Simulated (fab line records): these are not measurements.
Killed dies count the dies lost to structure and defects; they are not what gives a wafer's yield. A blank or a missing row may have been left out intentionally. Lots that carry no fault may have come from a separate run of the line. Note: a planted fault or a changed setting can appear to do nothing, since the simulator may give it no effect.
Matching of chambers -- flow gf180mcu -- GF_V2_CMP_04 on cmp-02: 4 sister chambers
The step polishes SiO2. 7 wafers are shown with their chamber, then 9 later ones without.

WAFERS, EACH WITH ITS CHAMBER
wafer,chamber,motor-current-A (A),time-to-endpoint-s (s)
L590.3,1,13.1,71
L590.4,0,11.1,74
L594.2,3,12.1,75
L594.6,1,13.6,78
L598.1,2,10.0,77
L598.2,3,11.6,75
L598.6,2,9.1,83

WAFERS MISSING THEIR CHAMBER
wafer,motor-current-A (A),time-to-endpoint-s (s)
L600.1,9.2,74
L600.3,12.8,71
L600.6,12.2,79
L603.1,9.8,73
L603.4,12.4,77
L603.6,10.0,76
L605.3,11.0,80
L605.5,9.5,84
L605.6,13.1,87

THE CHAMBER EACH PASSED THROUGH
wafer,from the rows above,in truth
L600.1,2,2
L600.3,can't be placed: 1 or 3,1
L600.6,can't be placed: 3 or 0 or 1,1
L603.1,can't be placed: 2 or 0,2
L603.4,can't be placed: 3 or 1 or 0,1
L603.6,can't be placed: 2 or 0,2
L605.3,can't be placed: 0 or 3 or 2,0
L605.5,2,2
L605.6,can't be placed: 1 or 3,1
Correct placement for 2 of the 9. From these rows, 7 cannot be placed; in 7 the true chamber is one of the candidates. Number placed wrongly: 0.
How it was worked out, from the rows above alone: a wafer's distance from a chamber is the root of the sum, over the readings, of the square of ((its reading less the chamber's mean) divided by the reading's scatter). The wafer belongs to the nearest chamber; if the next one is less than 2 further off, it can't be placed. The mean given for a chamber averages the wafers shown for that chamber. How the scatter is found: for the shown wafers, subtract from each reading the mean of its chamber, square and add these, divide the total by (wafers less chambers), then take the root.
